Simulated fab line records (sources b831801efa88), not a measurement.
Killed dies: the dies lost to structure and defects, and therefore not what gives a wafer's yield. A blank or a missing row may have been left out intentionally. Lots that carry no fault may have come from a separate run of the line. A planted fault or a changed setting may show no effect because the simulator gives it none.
fab line records | flow sky130
[record] lots = 7 | wafers = 18 | last-day = 50
route steps=708 shown CAP2M@604 PAD_OPEN@708
lots that met no fault: taken from a fault-free run of the same line
start-h: start of the lot's first displayed wafer, in hours after the record's first day | wait-h: hours since the lot's step before | " as in the row above | L1.1+2: one row covering several wafers at once | - no value, or no start was given | * or withheld: withheld | < > ~ a bound
route shown NAME@n: names a module that has steps shown in the file, with the first one's number in the route | usual: average and standard deviation across the fault-free wafers | same: alike in all rows | chamber/n: place in a boat | sites: per-site readings | _std_site: the standard deviation of these | _edge_site: outer sites' mean less inner sites' | radius-mm: for every site, how far away it sits from the centre of the wafer | mask NAME#n: copy n | behind: tool/chamber where the wafer was last shaped | hold: what put the lot on hold/how long, in hours/how the hold closed | device: which transistor (n, p or np) failed to switch | end of line: tests run on the same wafers once the route is complete | a step given without rows: its recipe and nothing more | killed: the dies lost at the first sort to structure and to defects; this is not the yield of the wafer | map: per-die view of a wafer (x killed, . not killed, _ where there is no die)
set.NAME: setting as actually run; set.NAME@STEP: the setting as run at that earlier step | model.NAME: the simulator's own value behind a step, which no gauge read
lots at some steps of the route; a table a step, a row a wafer
services: from which hour (start-h, from the record's first day; less than 0 if before it) a tool's chamber was out of use, for how many hours, and why
[[steps]]
[step SKY_CAP2M_THK_MEAS_01]
[recipe] reads = SiO2_of_CAP2M_CVD_00
[usual] CAP2M_CVD_00_THK = 15.57/0.23
lot.wafer | tool          | chamber | start-h | wait-h | CAP2M_CVD_00_THK[nm]
L845.2    | film-metro-03 | -       | 939.86  | -      | 15.36
L845.3    | "             | -       | "       | "      | 15.50
L845.4    | "             | -       | "       | "      | 15.78
L848.1    | film-metro-03 | -       | 972.53  | -      | 15.50
L848.3    | "             | -       | "       | "      | 15.49
L848.6    | "             | -       | "       | "      | 15.67
L849.2    | film-metro-04 | -       | 976.86  | -      | 15.53
L849.4    | "             | -       | "       | "      | 15.57
L849.6    | "             | -       | "       | "      | 15.63
L860.2    | film-metro-04 | -       | 1048.25 | -      | 15.50
L860.3    | "             | -       | "       | "      | 15.41
L862.3    | film-metro-04 | -       | 1057.69 | -      | 15.73
L862.6    | "             | -       | "       | "      | 15.57
L863.2    | film-metro-02 | -       | 1066.48 | -      | 15.31
L863.6    | "             | -       | "       | "      | 15.49
L866.2    | film-metro-04 | -       | 1080.58 | -      | 15.56
L866.3    | "             | -       | "       | "      | 15.98
L866.5    | "             | -       | "       | "      | 15.84
[step SKY_CAP2M_SPUTTER_02]
[recipe] material = TiN | target-thk-nm = 200 | temp-c = 300 | power-w = 6500 | time-s = 166.7 | chamber-pressure-pa = 0.4
[usual] chamber-pressure-pa = 0.4000/0.00075 | throttle-valve-pct = 30.2/0.92
lot.wafer | tool           | chamber | start-h | wait-h | chamber-pressure-pa | throttle-valve-pct
L845.2    | pvd-sputter-02 | -       | 939.91  | 0.0    | 0.4000              | 29.1
L845.3    | "              | -       | "       | "      | 0.3991              | 31.5
L845.4    | "              | -       | "       | "      | 0.3996              | 30.9
L848.1    | pvd-sputter-02 | -       | 972.59  | 0.1    | 0.3997              | 31.5
L848.3    | "              | -       | "       | "      | 0.4014              | 31.1
L848.6    | "              | -       | "       | "      | 0.4003              | 31.4
L849.2    | pvd-sputter-02 | -       | 976.91  | 0.0    | 0.4011              | 30.3
L849.4    | "              | -       | "       | "      | 0.3998              | 31.4
L849.6    | "              | -       | "       | "      | 0.3997              | 30.2
L860.2    | pvd-sputter-04 | -       | 1048.30 | 0.0    | 0.4001              | 30.3
L860.3    | "              | -       | "       | "      | 0.4002              | 29.4
L862.3    | pvd-sputter-02 | -       | 1057.73 | 0.0    | 0.3997              | 29.0
L862.6    | "              | -       | "       | "      | 0.4001              | 31.4
L863.2    | pvd-sputter-02 | -       | 1066.53 | 0.0    | 0.3988              | 29.0
L863.6    | "              | -       | "       | "      | 0.3997              | 30.9
L866.2    | pvd-sputter-02 | -       | 1080.63 | 0.0    | 0.3988              | 30.2
L866.3    | "              | -       | "       | "      | 0.3988              | 28.9
L866.5    | "              | -       | "       | "      | 0.3992              | 30.0
[step SKY_CAP2M_RS_MEAS_03]
[recipe] thk-meas-gauge = four-point-probe | reads = TiN_of_CAP2M_SPUTTER_02
[usual] CAP2M_TIN_RS = 6.90/0.068
lot.wafer | tool          | chamber | start-h | wait-h | CAP2M_TIN_RS[ohm/sq]
L845.2    | film-metro-02 | -       | 940.04  | 0.1    | 6.92
L845.3    | "             | -       | "       | "      | 6.95
L845.4    | "             | -       | "       | "      | 6.96
L848.1    | film-metro-04 | -       | 972.70  | 0.1    | 6.92
L848.3    | "             | -       | "       | "      | 6.85
L848.6    | "             | -       | "       | "      | 6.89
L849.2    | film-metro-03 | -       | 977.04  | 0.1    | 6.93
L849.4    | "             | -       | "       | "      | 7.01
L849.6    | "             | -       | "       | "      | 6.94
L860.2    | film-metro-04 | -       | 1048.43 | 0.1    | 6.94
L860.3    | "             | -       | "       | "      | 6.94
L862.3    | film-metro-03 | -       | 1057.88 | 0.1    | 6.91
L862.6    | "             | -       | "       | "      | 6.87
L863.2    | film-metro-04 | -       | 1066.66 | 0.1    | 6.90
L863.6    | "             | -       | "       | "      | 6.86
L866.2    | film-metro-03 | -       | 1080.76 | 0.1    | 6.82
L866.3    | "             | -       | "       | "      | 6.81
L866.5    | "             | -       | "       | "      | 6.81
[step SKY_CAP2M_THK_MEAS_04]
[recipe] thk-meas-gauge = xrf | reads = TiN_of_CAP2M_SPUTTER_02
[usual] CAP2M_TIN_THK = 197.7/2
lot.wafer | tool          | chamber | start-h | wait-h | CAP2M_TIN_THK[nm]
L845.2    | film-metro-02 | -       | 940.15  | 0.1    | 198.4
L845.3    | "             | -       | "       | "      | 197.1
L845.4    | "             | -       | "       | "      | 195.9
L848.1    | film-metro-04 | -       | 972.82  | 0.1    | 195.5
L848.3    | "             | -       | "       | "      | 198.6
L848.6    | "             | -       | "       | "      | 197.3
L849.2    | film-metro-03 | -       | 977.15  | 0.1    | 195.4
L849.4    | "             | -       | "       | "      | 193.4
L849.6    | "             | -       | "       | "      | 197.0
L860.2    | film-metro-04 | -       | 1048.54 | 0.1    | 196.0
L860.3    | "             | -       | "       | "      | 197.0
L862.3    | film-metro-03 | -       | 1057.98 | 0.1    | 196.2
L862.6    | "             | -       | "       | "      | 196.3
L863.2    | film-metro-04 | -       | 1066.77 | 0.1    | 198.0
L863.6    | "             | -       | "       | "      | 199.1
L866.2    | film-metro-03 | -       | 1080.87 | 0.1    | 198.7
L866.3    | "             | -       | "       | "      | 198.6
L866.5    | "             | -       | "       | "      | 199.3
[step SKY_CAP2M_DEHYDRATE_05]
[recipe] temp-c = 200 | time-s = 60
[step SKY_CAP2M_HMDS_06]
[recipe] prime-time-s = 60 | prime-temp-c = 120
[step SKY_CAP2M_COAT_07]
[recipe] resist = NOVOLAK | spin-rpm = 3000 | resist-thk-nm = 1140
[step SKY_CAP2M_SOFTBAKE_08]
[recipe] temp-c = 90 | time-s = 60 | resist = NOVOLAK
[step SKY_CAP2M_EXPOSE_09]
[recipe] mask-id = CAP2M | na = 0.6 | source-shape = conventional | sigma-outer = 0.6 | polarization = unpolarized | target-cd-nm = 1000 | dose-mj = 159
[step SKY_CAP2M_PEB_10]
[recipe] temp-c = withheld | time-s = * | resist = NOVOLAK
[step SKY_CAP2M_DEVELOP_11]
[recipe] resist = NOVOLAK | developer = TMAH | develop-time-s = 60 | dev-temp-c = 23
[step SKY_CAP2M_OVL_MEAS_12]
[usual] CAP2M_OVL = 0.9/1.3
lot.wafer | tool       | chamber | start-h | wait-h | CAP2M_OVL[nm]
L845.2    | overlay-01 | -       | 964.04  | 0.1    | 0.6
L845.3    | "          | -       | "       | "      | 1.4
L845.4    | "          | -       | "       | "      | 2.7
L848.1    | overlay-02 | -       | 995.47  | 0.1    | 1.6
L848.3    | "          | -       | "       | "      | 1.7
L848.6    | "          | -       | "       | "      | 1.0
L849.2    | overlay-02 | -       | 1000.54 | 0.1    | 0.5
L849.4    | "          | -       | "       | "      | 1.0
L849.6    | "          | -       | "       | "      | 0.3
L860.2    | overlay-01 | -       | 1069.69 | 0.1    | -1.3
L860.3    | "          | -       | "       | "      | -1.1
L862.3    | overlay-02 | -       | 1078.63 | 0.1    | 1.4
L862.6    | "          | -       | "       | "      | 2.2
L863.2    | overlay-02 | -       | 1087.19 | 0.1    | 0.8
L863.6    | "          | -       | "       | "      | 0.8
L866.2    | overlay-01 | -       | 1101.14 | 0.1    | -0.8
L866.3    | "          | -       | "       | "      | 0.0
L866.5    | "          | -       | "       | "      | 1.9
[step SKY_CAP2M_METAL_ETCH_13]
[recipe] target-depth-nm = 220 | stop-on = SiO2 | chemistry = Cl2/BCl3 | target = TiN | pressure-mtorr = 10 | icp-w = 900 | bias-w = 48.5 | Cl2_flow_sccm = 60 | bcl3-flow-sccm = 30 | time-s = 62.9
[usual] chamber-pressure-mTorr = 10.001/0.0089 | drypump-motor-current-A = 5.49/0.28 | oes-product-au = 0.943/0.0074 | throttle-valve-pct = 21.900/0.0097
lot.wafer | tool         | chamber | start-h | wait-h | chamber-pressure-mTorr | drypump-motor-current-A | oes-product-au | rf-hours-counter-h | throttle-valve-pct | model.CAP2M.feature-depth-nm | model.etch.depth-nm | model.NOVOLAK_of_CAP2M_COAT_07.thk-nm
L845.2    | rie-metal-03 | 1       | 964.07  | 0.0    | 9.980                  | 5.35                    | 0.937          | 4                  | 21.895             | 199.8                        | 199.8               | 997.4
L845.3    | "            | 0       | "       | "      | 10.000                 | 5.66                    | 0.936          | -                  | 21.897             | 198.9                        | 198.9               | 998.4
L845.4    | "            | 1       | "       | "      | 9.989                  | 5.35                    | 0.932          | -                  | 21.914             | 198.4                        | 198.4               | 998.1
L848.1    | rie-metal-04 | 0       | 995.50  | 0.0    | 9.998                  | 6.17                    | 0.936          | 14                 | 21.902             | 199.8                        | 199.8               | 994.6
L848.3    | "            | 0       | "       | "      | 9.999                  | 6.17                    | 0.949          | -                  | 21.900             | 201.9                        | 201.9               | 996
L848.6    | "            | 1       | "       | "      | 10.000                 | 5.31                    | 0.953          | -                  | 21.894             | 200.7                        | 200.7               | 992.4
L849.2    | rie-metal-02 | 0       | 1000.57 | 0.0    | 9.988                  | 5.04                    | 0.938          | 12                 | 21.897             | 199.6                        | 199.6               | 996.7
L849.4    | "            | 0       | "       | "      | 10.004                 | 5.04                    | 0.935          | -                  | 21.898             | 197.1                        | 197.1               | 995.4
L849.6    | "            | 1       | "       | "      | 10.004                 | 5.44                    | 0.934          | -                  | 21.914             | 199.3                        | 199.3               | 999.3
L860.2    | rie-metal-03 | 0       | 1069.72 | 0.0    | 9.986                  | 5.71                    | 0.751          | 15                 | 22.023             | 131.1                        | 131.1               | 1051
L860.3    | "            | 1       | "       | "      | 10.004                 | 5.38                    | 0.946          | -                  | 21.902             | 199.7                        | 199.7               | 992.7
L862.3    | rie-metal-03 | 0       | 1078.68 | 0.0    | 9.992                  | 5.59                    | 0.943          | -                  | 21.895             | 200.4                        | 200.4               | 992.3
L862.6    | "            | 1       | "       | "      | 10.009                 | 5.35                    | 0.747          | -                  | 22.037             | 132.9                        | 132.9               | 1052
L863.2    | rie-metal-03 | 1       | 1087.22 | 0.0    | 10.006                 | 5.36                    | 0.752          | 11                 | 22.022             | 130.7                        | 130.7               | 1055
L863.6    | "            | 0       | "       | "      | 9.990                  | 5.68                    | 0.742          | -                  | 22.024             | 129.6                        | 129.6               | 1059
L866.2    | rie-metal-04 | 0       | 1101.17 | 0.0    | 10.002                 | 6.15                    | 0.943          | 23                 | 21.895             | 202.8                        | 202.8               | 996.5
L866.3    | "            | 0       | "       | "      | 9.995                  | 6.15                    | 0.949          | -                  | 21.883             | 202.8                        | 202.8               | 995.3
L866.5    | "            | 1       | "       | "      | 9.992                  | 5.29                    | 0.956          | -                  | 21.892             | 203.1                        | 203.1               | 994.8
[step SKY_CAP2M_STRIP_14]
[recipe] chemistry = O2/N2 | power-w = 1400 | pressure-mtorr = 1500 | platen-temp-c = withheld | o2-flow-sccm = 3000 | n2-flow-sccm = 300 | overash-fraction = 0.5
[usual] chamber-pressure-mTorr = 1500.2/1.3 | drypump-motor-current-A = 6.1/0.49 | n2-flow-sccm = 299.8/0.87 | oes-product-au = 0.709/0.0049 | strip-time-to-endpoint-s = 12.69/0.036
lot.wafer | tool            | chamber | start-h | wait-h | chamber-pressure-mTorr | drypump-motor-current-A | n2-flow-sccm | oes-product-au | rf-hours-counter-h | strip-time-to-endpoint-s
L845.2    | plasma-asher-02 | 1       | 964.14  | 0.1    | 1501.4                 | 5.4                     | 299.2        | 0.716          | 22                 | 12.69
L845.3    | "               | 1       | "       | "      | 1499.5                 | 5.4                     | 300.3        | 0.708          | -                  | 12.71
L845.4    | "               | 0       | "       | "      | 1499.5                 | 5.6                     | 300.5        | 0.708          | -                  | 12.71
L848.1    | plasma-asher-01 | 0       | 995.58  | 0.1    | 1498.4                 | 6.6                     | 298.3        | 0.708          | 55                 | 12.67
L848.3    | "               | 0       | "       | "      | 1498.6                 | 6.6                     | 299.5        | 0.703          | -                  | 12.70
L848.6    | "               | 0       | "       | "      | 1500.5                 | 6.6                     | 300.3        | 0.707          | -                  | 12.64
L849.2    | plasma-asher-02 | 1       | 1000.64 | 0.1    | 1498.9                 | 5.4                     | 299.1        | 0.714          | 26                 | 12.71
L849.4    | "               | 1       | "       | "      | 1499.3                 | 5.4                     | 302.4        | 0.708          | -                  | 12.69
L849.6    | "               | 1       | "       | "      | 1499.5                 | 5.4                     | 300.7        | 0.703          | -                  | 12.72
L860.2    | plasma-asher-03 | 1       | 1069.80 | 0.1    | 1500.4                 | 5.9                     | 297.8        | 0.709          | 91                 | 13.23
L860.3    | "               | 0       | "       | "      | 1498.3                 | 6.7                     | 299.8        | 0.710          | -                  | 12.66
L862.3    | plasma-asher-02 | 1       | 1078.76 | 0.1    | 1498.9                 | 5.4                     | 301.0        | 0.703          | -                  | 12.64
L862.6    | "               | 1       | "       | "      | 1499.3                 | 5.4                     | 301.7        | 0.714          | -                  | 13.26
L863.2    | plasma-asher-03 | 0       | 1087.30 | 0.1    | 1500.6                 | 6.7                     | 299.6        | 0.709          | 92                 | 13.28
L863.6    | "               | 1       | "       | "      | 1499.8                 | 5.9                     | 299.6        | 0.716          | -                  | 13.31
L866.2    | plasma-asher-03 | 0       | 1101.25 | 0.1    | 1500.3                 | 6.7                     | 299.3        | 0.705          | 94                 | 12.69
L866.3    | "               | 1       | "       | "      | 1499.0                 | 5.9                     | 299.4        | 0.707          | -                  | 12.67
L866.5    | "               | 1       | "       | "      | 1501.5                 | 5.9                     | 302.1        | 0.714          | -                  | 12.67
[step SKY_CAP2M_STRIP_15]
[recipe] chemistry = post-etch-residue-remover | time-s = 1200 | temp-c = 72.5
[step SKY_PAD_OPEN_PROBE_99]
[usual] defect-limited-yield = 82.8/2 | killed_at_M0_to_M3 = 42/7.3 | killed_at_M4_up = 3.2/1.8 | killed-at-contacts = 25/5.2 | killed-at-front-end = 15/4.6 | killed-at-other = 0.3/0.62 | killed-dies = 85/9.9 | killed-on-rim = 17/3.9 | killed-open = 46/7.1 | killed-short = 38/5.7 | sort_bin_3_pad_short = 0.9/0.42 | sort_bin_5_function = 10.0/1.5 | sort_bin_6_memory = 6.3/1.2 | sort-n-pass = 407/9.9 | sort-yield-pct = 82.8/2
[same] gross-dies = 492 | killed-at-back-side = 0 | sort_bin_4_leakage[%] = 0 | sort_bin_8_speed[%] = 0
lot.wafer | tool      | chamber | start-h | wait-h | hold                     | defect-limited-yield[%] | killed_at_M0_to_M3 | killed_at_M4_up | killed-at-contacts | killed-at-front-end | killed-at-other | killed-dies | killed-on-rim | killed-open | killed-short | sort_bin_3_pad_short[%] | sort_bin_5_function[%] | sort_bin_6_memory[%] | sort-n-pass | sort-yield-pct[%]
L845.2    | prober-01 | -       | 1083.87 | 0.1    | -                        | 81.7                    | 38                 | 4               | 32                 | 16                  | 0               | 90          | 13            | 48          | 42           | 0.6                     | 12.2                   | 5.5                  | 402         | 81.7
L845.3    | prober-01 | -       | 1083.92 | 0.2    | -                        | 82.5                    | 50                 | 0               | 23                 | 13                  | 0               | 86          | 12            | 44          | 42           | 1.0                     | 9.1                    | 7.3                  | 406         | 82.5
L845.4    | prober-01 | -       | 1083.97 | 0.2    | -                        | 79.3                    | 35                 | 6               | 29                 | 31                  | 1               | 102         | 17            | 59          | 43           | 1.4                     | 12.4                   | 6.9                  | 390         | 79.3
L848.1    | prober-01 | -       | 1110.79 | 0.1    | -                        | 80.5                    | 58                 | 1               | 25                 | 11                  | 1               | 96          | 17            | 55          | 41           | 1.4                     | 11.0                   | 7.1                  | 396         | 80.5
L848.3    | prober-01 | -       | 1110.89 | 0.2    | -                        | 81.3                    | 43                 | 8               | 30                 | 11                  | 0               | 92          | 17            | 55          | 35           | 0.6                     | 10.4                   | 7.7                  | 400         | 81.3
L848.6    | prober-01 | -       | 1111.04 | 0.2    | -                        | 82.5                    | 42                 | 3               | 30                 | 10                  | 1               | 86          | 18            | 41          | 44           | 1.0                     | 11.2                   | 5.3                  | 406         | 82.5
L849.2    | prober-02 | -       | 1115.94 | 0.1    | -                        | 84.1                    | 44                 | 0               | 22                 | 11                  | 1               | 78          | 14            | 43          | 35           | 0.6                     | 9.8                    | 5.5                  | 414         | 84.1
L849.4    | prober-02 | -       | 1116.04 | 0.2    | -                        | 82.9                    | 35                 | 5               | 31                 | 13                  | 0               | 84          | 14            | 38          | 46           | 1.4                     | 8.9                    | 6.7                  | 408         | 82.9
L849.6    | prober-02 | -       | 1116.14 | 0.2    | -                        | 80.3                    | 40                 | 0               | 34                 | 23                  | 0               | 97          | 23            | 51          | 46           | 1.0                     | 12.4                   | 6.3                  | 395         | 80.3
L860.2    | prober-01 | -       | 1173.83 | 0.1    | await-dispo/1.5h/release | 0                       | 43                 | 7               | 19                 | 10                  | 413             | 492         | 96            | 42          | 37           | 85.0                    | 7.9                    | 7.1                  | 0           | 0
L860.3    | prober-01 | -       | 1173.88 | 0.2    | await-dispo/1.5h/release | 84.8                    | 34                 | 5               | 23                 | 13                  | 0               | 75          | 13            | 40          | 35           | 0.6                     | 8.7                    | 5.9                  | 417         | 84.8
L862.3    | prober-01 | -       | 1180.69 | 0.2    | await-dispo/3.6h/release | 81.5                    | 38                 | 4               | 28                 | 21                  | 0               | 91          | 14            | 46          | 43           | 0.6                     | 11.4                   | 6.5                  | 401         | 81.5
L862.6    | prober-01 | -       | 1180.84 | 0.2    | await-dispo/3.6h/release | 0                       | 29                 | 4               | 21                 | 19                  | 419             | 492         | 96            | 38          | 35           | 86.2                    | 7.1                    | 6.7                  | 0           | 0
L863.2    | prober-02 | -       | 1186.79 | 0.1    | await-dispo/2.6h/release | 0                       | 46                 | 1               | 23                 | 16                  | 406             | 492         | 96            | 42          | 44           | 83.3                    | 8.1                    | 8.5                  | 0           | 0
L863.6    | prober-02 | -       | 1186.99 | 0.2    | await-dispo/2.6h/release | 0                       | 37                 | 2               | 33                 | 13                  | 407             | 492         | 96            | 56          | 27           | 83.7                    | 10.8                   | 5.5                  | 0           | 0
L866.2    | prober-01 | -       | 1197.10 | 0.1    | -                        | 81.9                    | 49                 | 2               | 23                 | 15                  | 0               | 89          | 21            | 59          | 30           | 0.8                     | 9.6                    | 7.7                  | 403         | 81.9
L866.3    | prober-01 | -       | 1197.15 | 0.2    | -                        | 84.8                    | 38                 | 5               | 17                 | 15                  | 0               | 75          | 8             | 37          | 38           | 0.2                     | 9.1                    | 5.9                  | 417         | 84.8
L866.5    | prober-01 | -       | 1197.25 | 0.2    | -                        | 82.1                    | 42                 | 3               | 29                 | 14                  | 0               | 88          | 13            | 51          | 37           | 0.4                     | 10.8                   | 6.7                  | 404         | 82.1
// killed by level:class
L845.2 CONTACT:geometric-particle:open=14 VIA1:geometric-particle:open=8 CONTACT:geometric-particle:short=7 LI_CONTACT:geometric-particle:open=6 VIA3:geometric-particle:open=5 POLY_GATE:geometric-particle:open=4 POLY_GATE:geometric-particle:short=4 METAL1:geometric-particle:short=4
L845.3 VIA1:geometric-particle:open=17 CONTACT:geometric-particle:short=8 VIA3:geometric-particle:open=6 FIELD_ISO:geometric-particle:open=5 LOCAL_INTERCONNECT:geometric-particle:short=5 CONTACT:geometric-particle:open=5 VIA1:geometric-particle:short=5 METAL2:geometric-particle:short=5
L845.4 FIELD_ISO:geometric-particle:open=10 CONTACT:geometric-particle:open=10 VIA2:geometric-particle:open=8 FIELD_ISO:geometric-particle:short=7 LI_CONTACT:geometric-particle:open=7 CONTACT:geometric-particle:short=6 POLY_GATE:geometric-particle:open=5 LOCAL_INTERCONNECT:geometric-particle:short=5
L848.1 VIA1:geometric-particle:open=14 CONTACT:geometric-particle:open=13 VIA3:geometric-particle:open=11 METAL1:geometric-particle:short=7 VIA2:geometric-particle:open=7 METAL2:geometric-particle:short=6 VIA1:geometric-particle:short=5 SPACER:geometric-particle:short=4
L848.3 VIA1:geometric-particle:open=13 LI_CONTACT:geometric-particle:open=11 VIA2:geometric-particle:open=8 FIELD_ISO:geometric-particle:open=5 CONTACT:geometric-particle:short=5 METAL2:geometric-particle:short=5 METAL4:geometric-particle:short=5 LOCAL_INTERCONNECT:geometric-particle:short=4
L848.6 VIA1:geometric-particle:open=11 CONTACT:geometric-particle:open=8 LI_CONTACT:geometric-particle:open=7 LI_CONTACT:geometric-particle:short=6 VIA1:geometric-particle:short=6 METAL1:geometric-particle:short=5 CONTACT:geometric-particle:short=5 VIA2:geometric-particle:open=5
L849.2 VIA1:geometric-particle:open=12 CONTACT:geometric-particle:short=8 VIA2:geometric-particle:open=7 CONTACT:geometric-particle:open=5 LI_CONTACT:geometric-particle:open=4 METAL2:geometric-particle:short=4 METAL3:geometric-particle:short=4 FIELD_ISO:geometric-particle:open=3
L849.4 CONTACT:geometric-particle:open=13 VIA1:geometric-particle:short=9 VIA1:geometric-particle:open=7 CONTACT:geometric-particle:short=6 LOCAL_INTERCONNECT:geometric-particle:short=5 VIA2:geometric-particle:open=5 FIELD_ISO:geometric-particle:short=4 LI_CONTACT:geometric-particle:short=4
L849.6 LI_CONTACT:geometric-particle:open=12 CONTACT:geometric-particle:open=9 METAL1:geometric-particle:short=9 FIELD_ISO:geometric-particle:short=8 VIA1:geometric-particle:open=8 VIA2:geometric-particle:open=6 LOCAL_INTERCONNECT:geometric-particle:short=5 CONTACT:geometric-particle:short=5
L860.2 CAP2M:area-etch=413 VIA1:geometric-particle:open=11 CONTACT:geometric-particle:open=8 VIA3:geometric-particle:open=6 METAL4:geometric-particle:short=6 LI_CONTACT:geometric-particle:open=5 METAL1:geometric-particle:short=5 METAL2:geometric-particle:short=5
L860.3 CONTACT:geometric-particle:open=11 METAL1:geometric-particle:short=6 VIA1:geometric-particle:open=6 LI_CONTACT:geometric-particle:open=5 VIA1:geometric-particle:short=5 VIA3:geometric-particle:open=5 FIELD_ISO:geometric-particle:short=4 METAL4:geometric-particle:short=4
L862.3 VIA1:geometric-particle:open=12 CONTACT:geometric-particle:open=11 FIELD_ISO:geometric-particle:open=7 METAL1:geometric-particle:short=7 VIA1:geometric-particle:short=7 LI_CONTACT:geometric-particle:open=6 CONTACT:geometric-particle:short=5 POLY_GATE:geometric-particle:short=4
L862.6 CAP2M:area-etch=419 CONTACT:geometric-particle:open=7 LI_CONTACT:geometric-particle:open=6 FIELD_ISO:geometric-particle:open=5 VIA2:geometric-particle:open=5 POLY_GATE:geometric-particle:short=4 METAL1:geometric-particle:short=4 VIA1:geometric-particle:open=4
L863.2 CAP2M:area-etch=405 CONTACT:geometric-particle:open=9 METAL2:geometric-particle:short=7 CONTACT:geometric-particle:short=6 VIA3:geometric-particle:open=6 METAL1:geometric-particle:short=6 FIELD_ISO:geometric-particle:short=5 VIA1:geometric-particle:short=5
L863.6 CAP2M:area-etch=406 CONTACT:geometric-particle:open=16 VIA1:geometric-particle:open=9 VIA2:geometric-particle:open=6 LI_CONTACT:geometric-particle:open=5 CONTACT:geometric-particle:short=4 METAL3:geometric-particle:short=4 VIA2:geometric-particle:short=4
L866.2 VIA1:geometric-particle:open=15 CONTACT:geometric-particle:open=9 VIA2:geometric-particle:open=9 LI_CONTACT:geometric-particle:open=8 VIA1:geometric-particle:short=5 POLY_GATE:geometric-particle:open=4 POLY_GATE:geometric-particle:short=4 CONTACT:geometric-particle:short=4
L866.3 CONTACT:geometric-particle:open=6 VIA1:geometric-particle:open=6 VIA3:geometric-particle:open=6 VIA2:geometric-particle:open=5 METAL1:geometric-particle:short=5 VIA1:geometric-particle:short=5 FIELD_ISO:geometric-particle:open=4 SPACER:geometric-particle:short=4
L866.5 CONTACT:geometric-particle:open=14 VIA1:geometric-particle:open=9 VIA2:geometric-particle:open=7 VIA3:geometric-particle:open=6 FIELD_ISO:geometric-particle:short=5 VIA2:geometric-particle:short=5 LI_CONTACT:geometric-particle:short=4 LI_CONTACT:geometric-particle:open=4
// map L860.2 (x killed, . not)
__________xxxxxxxxxx_________
________xxxxxxxxxxxxxx_______
______xxxxxxxxxxxxxxxxxx_____
_____xxxxxxxxxxxxxxxxxxxx____
____xxxxxxxxxxxxxxxxxxxxxx___
___xxxxxxxxxxxxxxxxxxxxxxxx__
__xxxxxxxxxxxxxxxxxxxxxxxxxx_
_xxxxxxxxxxxxxxxxxxxxxxxxxxxx
_xxxxxxxxxxxxxxxxxxxxxxxxxxxx
_xxxxxxxxxxxxxxxxxxxxxxxxxxxx
_xxxxxxxxxxxxxxxxxxxxxxxxxxxx
_xxxxxxxxxxxxxxxxxxxxxxxxxxxx
_xxxxxxxxxxxxxxxxxxxxxxxxxxxx
_xxxxxxxxxxxxxxxxxxxxxxxxxxxx
_xxxxxxxxxxxxxxxxxxxxxxxxxxxx
__xxxxxxxxxxxxxxxxxxxxxxxxxx_
___xxxxxxxxxxxxxxxxxxxxxxxx__
____xxxxxxxxxxxxxxxxxxxxxx___
_____xxxxxxxxxxxxxxxxxxxx____
______xxxxxxxxxxxxxxxxxx_____
________xxxxxxxxxxxxxx_______
__________xxxxxxxxxx_________
// map L862.6 (x killed, . not)
__________xxxxxxxxxx_________
________xxxxxxxxxxxxxx_______
______xxxxxxxxxxxxxxxxxx_____
_____xxxxxxxxxxxxxxxxxxxx____
____xxxxxxxxxxxxxxxxxxxxxx___
___xxxxxxxxxxxxxxxxxxxxxxxx__
__xxxxxxxxxxxxxxxxxxxxxxxxxx_
_xxxxxxxxxxxxxxxxxxxxxxxxxxxx
_xxxxxxxxxxxxxxxxxxxxxxxxxxxx
_xxxxxxxxxxxxxxxxxxxxxxxxxxxx
_xxxxxxxxxxxxxxxxxxxxxxxxxxxx
_xxxxxxxxxxxxxxxxxxxxxxxxxxxx
_xxxxxxxxxxxxxxxxxxxxxxxxxxxx
_xxxxxxxxxxxxxxxxxxxxxxxxxxxx
_xxxxxxxxxxxxxxxxxxxxxxxxxxxx
__xxxxxxxxxxxxxxxxxxxxxxxxxx_
___xxxxxxxxxxxxxxxxxxxxxxxx__
____xxxxxxxxxxxxxxxxxxxxxx___
_____xxxxxxxxxxxxxxxxxxxx____
______xxxxxxxxxxxxxxxxxx_____
________xxxxxxxxxxxxxx_______
__________xxxxxxxxxx_________
[[services]]
tool            | chamber | start-h | hours | kind
rie-metal-03    | 1       | 924.88  | 6.6   | repair
plasma-asher-01 | -       | 960.13  | 15.8  | pm
plasma-asher-03 | -       | 1012.13 | 1.5   | repair
plasma-asher-03 | -       | 1021.01 | 2.1   | repair
rie-metal-03    | 0       | 1025.51 | 2.5   | repair
rie-metal-04    | 1       | 1050.25 | -     | clean
rie-metal-04    | 1       | 1050.25 | 21.0  | scheduled-down
rie-metal-04    | 1       | 1050.25 | 21.0  | vent-cycle
rie-metal-03    | -       | 1076.58 | 0.2   | repair
[[key]]
[first-sign] step = SKY_CAP2M_METAL_ETCH_13 | reading = oes-product-au | direction = down | sigmas = 26 | usual = 0.943 | struck = 0.748
[effect] step = SKY_CAP2M_METAL_ETCH_13 | reading = throttle-valve-pct | direction = up | sigmas = 13 | usual = 21.900 | struck = 22.027
[effect] step = SKY_CAP2M_STRIP_14 | reading = strip-time-to-endpoint-s | direction = up | sigmas = 16 | usual = * | struck = *
[effect] step = SKY_PAD_OPEN_PROBE_99 | reading = killed-at-other | direction = up | sigmas = 99+ | usual = 0.3 | struck = 411.2
[model-effect] step = SKY_CAP2M_METAL_ETCH_13 | value = CAP2M.feature-depth-nm | without = 200.6 | struck = 131.1
[more-kills-born-at] SKY_CAP2M_METAL_ETCH_13@rie-metal-03 = 1643
met-at SKY_CAP2M_METAL_ETCH_13
struck-wafers L860.2,L862.6,L863.2,L863.6
later-rows-left-out L860.2,L862.6,L863.2,L863.6
onset-between 964.07 1069.72
[fault] kind = process-parameter-drift | tool = rie-metal-03 | chamber = - | onset-h = 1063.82 | steps = SKY_CAP2M_METAL_ETCH_13 | channel = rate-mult | offset = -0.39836 | shape = step | end-h = 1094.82 | scope = struck-wafers-only
// later-rows-left-out: the simulator's readings of these wafers behind a module that went badly wrong aren't trusted and aren't shown, but for the sort
